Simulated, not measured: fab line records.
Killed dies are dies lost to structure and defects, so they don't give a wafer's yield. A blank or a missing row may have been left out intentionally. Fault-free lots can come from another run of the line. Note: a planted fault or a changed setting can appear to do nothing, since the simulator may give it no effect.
fab line records -- flow sky130
record: lots: 14, wafers: 42, lastDay: 50
route steps=708 shown FIELD_ISO@24 PWDE@55 VT_ADJUST_LVTN@104 SONOS_TUNNEL@160
lots that met no fault: from a run of the same line without faults
startH: hours from the record's opening day to when the first of the lot's shown wafers began -- waitH: time in hours since the lot's previous step -- " repeats the value in the row above -- L1.1+2: a row that stands for several wafers -- - no value present, or no start provided -- * or withheld: withheld -- < > ~ a bound
route shown NAME@n: names a module that has steps shown in the file, with the first one's number in the route -- usual: average and standard deviation across the fault-free wafers -- same: alike in all rows -- chamber/n: place in a boat -- sites: readings site by site -- _std_site: the standard deviation of these -- _edge_site: mean of outer sites minus mean of inner sites -- radiusMm: for every site, how far away it sits from the centre of the wafer -- mask NAME#n: copy n -- behind: tool/chamber where the wafer was last shaped -- hold: the reason the lot was held/the length of the hold in hours/how it ended -- device: which transistor (n, p or np) failed to switch -- end of line: tests run on the same wafers once the route is complete -- a step given without rows: its recipe and nothing more -- killed: dies that structure and defects cost at the first sort, which is not the same as the wafer's yield -- map: per-die view of a wafer (x killed, . not killed, _ where there is no die)
set.NAME: setting as actually run; set.NAME@STEP: the setting as run at that earlier step -- model.NAME: the simulator's own value behind a step, which no gauge read
route steps across a sampled set of lots; one table per step, one row per wafer
services: a tool's chamber out of use, with start hour (startH, from the record's first day; less than 0 if before it), hours out, and reason
== steps ==
step: SKY_FIELD_ISO_THK_MEAS_23
recipe: reads: SiO2_of_FIELD_ISO_OXIDATION_22
usual: FIELD_ISO_OXIDATION_01_THK: 9.90/0.21
lot.wafer,tool,chamber,startH,waitH,FIELD_ISO_OXIDATION_01_THK[nm]
L509.1,filmMetro-04,-,32.53,0.0,9.44
L509.3,filmMetro-04,-,32.53,0.0,9.69
L509.5,filmMetro-04,-,32.53,0.0,9.58
L510.1,filmMetro-04,-,35.46,0.0,9.80
L510.3,filmMetro-04,-,35.46,0.0,9.68
L510.5,filmMetro-04,-,35.46,0.0,9.69
L511.2,filmMetro-03,-,43.47,0.0,10.24
L511.3,filmMetro-03,-,43.47,0.0,10.09
L511.4,filmMetro-03,-,43.47,0.0,10.24
L514.2,filmMetro-01,-,57.93,0.0,10.06
L514.4,filmMetro-01,-,57.93,0.0,9.93
L514.5,filmMetro-01,-,57.93,0.0,9.89
L515.2,filmMetro-04,-,70.56,0.0,9.93
L515.3,filmMetro-04,-,70.56,0.0,10.05
L515.4,filmMetro-04,-,70.56,0.0,9.87
L521.1,filmMetro-03,-,99.35,0.0,9.91
L521.2,filmMetro-03,-,99.35,0.0,9.99
L521.6,filmMetro-03,-,99.35,0.0,9.91
L523.2,filmMetro-04,-,111.39,0.0,10.15
L523.4,filmMetro-04,-,111.39,0.0,10.05
L523.6,filmMetro-04,-,111.39,0.0,9.97
L525.1,filmMetro-01,-,116.29,0.0,9.67
L525.3,filmMetro-01,-,116.29,0.0,9.58
L525.5,filmMetro-01,-,116.29,0.0,9.62
L524.2,filmMetro-03,-,116.30,0.0,9.83
L524.5,filmMetro-03,-,116.30,0.0,9.83
L524.6,filmMetro-03,-,116.30,0.0,9.71
L526.1,filmMetro-01,-,122.69,0.0,9.44
L526.3,filmMetro-01,-,122.69,0.0,9.51
L526.4,filmMetro-01,-,122.69,0.0,9.57
L527.1,filmMetro-03,-,133.18,0.0,10.00
L527.3,filmMetro-03,-,133.18,0.0,9.87
L527.4,filmMetro-03,-,133.18,0.0,9.72
L528.3,filmMetro-04,-,134.27,0.0,10.13
L528.4,filmMetro-04,-,134.27,0.0,10.08
L528.5,filmMetro-04,-,134.27,0.0,10.29
L529.1,filmMetro-01,-,139.90,0.0,10.23
L529.2,filmMetro-01,-,139.90,0.0,10.27
L529.6,filmMetro-01,-,139.90,0.0,10.00
L530.1,filmMetro-04,-,139.90,0.0,10.04
L530.2,filmMetro-04,-,139.90,0.0,9.96
L530.4,filmMetro-04,-,139.90,0.0,10.14
step: SKY_PWDE_TW_MEAS_10
usual: PWDE_TW: 377/7.5
lot.wafer,tool,chamber,startH,waitH,PWDE_TW
L509.1,filmMetro-02,-,67.70,0.1,385
L509.3,filmMetro-02,-,67.70,0.1,387
L509.5,filmMetro-02,-,67.70,0.1,386
L510.1,filmMetro-03,-,72.45,0.1,372
L510.3,filmMetro-03,-,72.45,0.1,373
L510.5,filmMetro-03,-,72.45,0.1,373
L511.2,filmMetro-02,-,79.66,0.1,384
L511.3,filmMetro-02,-,79.66,0.1,383
L511.4,filmMetro-02,-,79.66,0.1,382
L514.2,filmMetro-04,-,105.87,0.1,366
L514.4,filmMetro-04,-,105.87,0.1,369
L514.5,filmMetro-04,-,105.87,0.1,369
L515.2,filmMetro-04,-,112.01,0.1,366
L515.3,filmMetro-04,-,112.01,0.1,370
L515.4,filmMetro-04,-,112.01,0.1,373
L521.1,filmMetro-02,-,151.50,0.1,383
L521.2,filmMetro-02,-,151.50,0.1,385
L521.6,filmMetro-02,-,151.50,0.1,385
L523.2,filmMetro-02,-,156.86,0.1,383
L523.4,filmMetro-02,-,156.86,0.1,382
L523.6,filmMetro-02,-,156.86,0.1,386
L525.1,filmMetro-03,-,158.30,0.1,371
L525.3,filmMetro-03,-,158.30,0.1,375
L525.5,filmMetro-03,-,158.30,0.1,371
L524.2,filmMetro-04,-,158.82,0.1,369
L524.5,filmMetro-04,-,158.82,0.1,369
L524.6,filmMetro-04,-,158.82,0.1,369
L526.1,filmMetro-03,-,165.46,0.1,373
L526.3,filmMetro-03,-,165.46,0.1,374
L526.4,filmMetro-03,-,165.46,0.1,370
L528.3,filmMetro-02,-,177.92,0.1,382
L528.4,filmMetro-02,-,177.92,0.1,383
L528.5,filmMetro-02,-,177.92,0.1,383
L527.1,filmMetro-03,-,178.00,0.1,370
L527.3,filmMetro-03,-,178.00,0.1,370
L527.4,filmMetro-03,-,178.00,0.1,371
L529.1,filmMetro-02,-,183.51,0.1,384
L529.2,filmMetro-02,-,183.51,0.1,381
L529.6,filmMetro-02,-,183.51,0.1,384
L530.1,filmMetro-02,-,184.66,0.1,384
L530.2,filmMetro-02,-,184.66,0.1,384
L530.4,filmMetro-02,-,184.66,0.1,385
step: SKY_VT_ADJUST_LVTN_OVL_MEAS_07
usual: VT_ADJUST_LVTN_OVL: -0.6/1.7
lot.wafer,tool,chamber,startH,waitH,VT_ADJUST_LVTN_OVL[nm]
L509.1,overlay-02,-,136.06,-,2.2
L509.3,overlay-02,-,136.06,-,2.2
L509.5,overlay-02,-,136.06,-,-0.2
L510.1,overlay-01,-,142.76,-,1.0
L510.3,overlay-01,-,142.76,-,-1.5
L510.5,overlay-01,-,142.76,-,-2.0
L511.2,overlay-01,-,151.50,-,0.5
L511.3,overlay-01,-,151.50,-,-2.0
L511.4,overlay-01,-,151.50,-,-3.1
L514.2,overlay-01,-,180.62,-,-0.3
L514.4,overlay-01,-,180.62,-,-0.2
L514.5,overlay-01,-,180.62,-,-2.2
L515.2,overlay-02,-,189.40,-,-2.7
L515.3,overlay-02,-,189.40,-,-1.9
L515.4,overlay-02,-,189.40,-,-0.6
L521.1,overlay-02,-,237.43,-,-1.4
L521.2,overlay-02,-,237.43,-,-1.9
L521.6,overlay-02,-,237.43,-,-1.6
L523.2,overlay-02,-,242.00,-,2.8
L523.4,overlay-02,-,242.00,-,1.2
L523.6,overlay-02,-,242.00,-,2.4
L525.1,overlay-02,-,246.30,-,-2.5
L525.3,overlay-02,-,246.30,-,-3.1
L525.5,overlay-02,-,246.30,-,-2.2
L524.2,overlay-01,-,247.82,-,-1.0
L524.5,overlay-01,-,247.82,-,-0.6
L524.6,overlay-01,-,247.82,-,0.1
L526.1,overlay-01,-,251.50,-,0.7
L526.3,overlay-01,-,251.50,-,1.7
L526.4,overlay-01,-,251.50,-,0.3
L528.3,overlay-01,-,267.39,-,-0.6
L528.4,overlay-01,-,267.39,-,0.2
L528.5,overlay-01,-,267.39,-,1.0
L527.1,overlay-01,-,268.36,-,-0.5
L527.3,overlay-01,-,268.36,-,-0.4
L527.4,overlay-01,-,268.36,-,0.4
L529.1,overlay-02,-,274.21,-,0.6
L529.2,overlay-02,-,274.21,-,1.0
L529.6,overlay-02,-,274.21,-,3.7
L530.1,overlay-01,-,274.86,-,-4.6
L530.2,overlay-01,-,274.86,-,-2.9
L530.4,overlay-01,-,274.86,-,-5.1
step: SKY_SONOS_TUNNEL_DEVELOP_06
recipe: resist: NOVOLAK, developer: TMAH, developTimeS: 60, devTempC: 23
lot.wafer,tool,chamber,startH,waitH
L509.1+3+5,lithoTrack-03,0,239.81,0.1
L510.1+3+5,lithoTrack-01,0,247.83,0.1
L511.2+3+4,lithoTrack-03,0,260.24,0.1
L514.2+4+5,lithoTrack-01,0,297.80,0.1
L515.2+3+4,lithoTrack-01,0,306.05,0.1
L521.1+2+6,lithoTrack-04,0,364.15,0.1
L523.2+4+6,lithoTrack-03,0,373.19,0.1
L525.1+3+5,lithoTrack-01,0,377.23,0.1
L524.2+5+6,lithoTrack-01,0,378.45,0.1
L526.1+3+4,lithoTrack-01,0,383.18,0.1
L528.3+4+5,lithoTrack-01,0,401.77,0.1
L527.1+3+4,lithoTrack-03,0,405.31,0.1
L529.1+2+6,lithoTrack-03,0,410.86,0.1
L530.1+2+4,lithoTrack-04,0,412.50,0.1
step: SKY_SONOS_TUNNEL_CD_MEAS_07
recipe: targetCdNm: 410
usual: cdNm: 411.3/2.2
lot.wafer,tool,chamber,startH,waitH,cdNm
L509.1,cdSem-02,-,239.97,0.1,409.7
L509.3,cdSem-02,-,239.97,0.1,410.0
L509.5,cdSem-02,-,239.97,0.1,409.7
L510.1,cdSem-01,-,247.98,0.1,413.7
L510.3,cdSem-01,-,247.98,0.1,411.8
L510.5,cdSem-01,-,247.98,0.1,412.9
L511.2,cdSem-01,-,260.38,0.1,410.7
L511.3,cdSem-01,-,260.38,0.1,412.4
L511.4,cdSem-01,-,260.38,0.1,410.8
L514.2,cdSem-02,-,297.95,0.1,395.9
L514.4,cdSem-02,-,297.95,0.1,394.9
L514.5,cdSem-02,-,297.95,0.1,394.6
L515.2,cdSem-01,-,306.20,0.1,395.4
L515.3,cdSem-01,-,306.20,0.1,395.0
L515.4,cdSem-01,-,306.20,0.1,397.3
L521.1,cdSem-01,-,364.30,0.1,408.7
L521.2,cdSem-01,-,364.30,0.1,406.6
L521.6,cdSem-01,-,364.30,0.1,406.9
L523.2,cdSem-02,-,373.33,0.1,406.8
L523.4,cdSem-02,-,373.33,0.1,406.9
L523.6,cdSem-02,-,373.33,0.1,408.3
L525.1,cdSem-01,-,377.38,0.1,408.6
L525.3,cdSem-01,-,377.38,0.1,407.9
L525.5,cdSem-01,-,377.38,0.1,406.2
L524.2,cdSem-02,-,378.60,0.1,413.6
L524.5,cdSem-02,-,378.60,0.1,414.8
L524.6,cdSem-02,-,378.60,0.1,413.4
L526.1,cdSem-01,-,383.33,0.1,414.1
L526.3,cdSem-01,-,383.33,0.1,412.0
L526.4,cdSem-01,-,383.33,0.1,413.9
L528.3,cdSem-01,-,401.91,0.1,414.0
L528.4,cdSem-01,-,401.91,0.1,412.8
L528.5,cdSem-01,-,401.91,0.1,411.8
L527.1,cdSem-01,-,405.46,0.1,412.7
L527.3,cdSem-01,-,405.46,0.1,411.3
L527.4,cdSem-01,-,405.46,0.1,415.0
L529.1,cdSem-02,-,411.01,0.1,412.0
L529.2,cdSem-02,-,411.01,0.1,411.4
L529.6,cdSem-02,-,411.01,0.1,410.7
L530.1,cdSem-01,-,412.65,0.1,411.8
L530.2,cdSem-01,-,412.65,0.1,411.5
L530.4,cdSem-01,-,412.65,0.1,410.1
== services ==
tool,chamber,startH,hours,kind
lithoTrack-03,-,387.71,-,consumableReplace:filter
== key ==
firstSign: step: SKY_SONOS_TUNNEL_CD_MEAS_07, reading: cdNm, direction: down, sigmas: 7.2, usual: 411.3, struck: 395.5
effect none on later readings
metAt SKY_SONOS_TUNNEL_DEVELOP_06
struckLots L514,L515
testerLeftOut L514,L515
notActingAt SKY_FIELD_ISO_THK_MEAS_23,SKY_PWDE_TW_MEAS_10,SKY_VT_ADJUST_LVTN_OVL_MEAS_07
onsetBetween 247.83 297.80
fault: kind: processParameterDrift, tool: lithoTrack-01, chamber: -, onsetH: 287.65, steps: SKY_SONOS_TUNNEL_DEVELOP_06, channel: developTimeS, offset: *, shape: step, endH: 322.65, actsIn: *, stated: *
testerLeftOut: of these lots the tester's yield and bins aren't shown, on N5 and GAA mostly nor the transistor test; their killed dies are dies lost to structure and defects alone, not to doping, threshold or leakage, so they don't give the yield
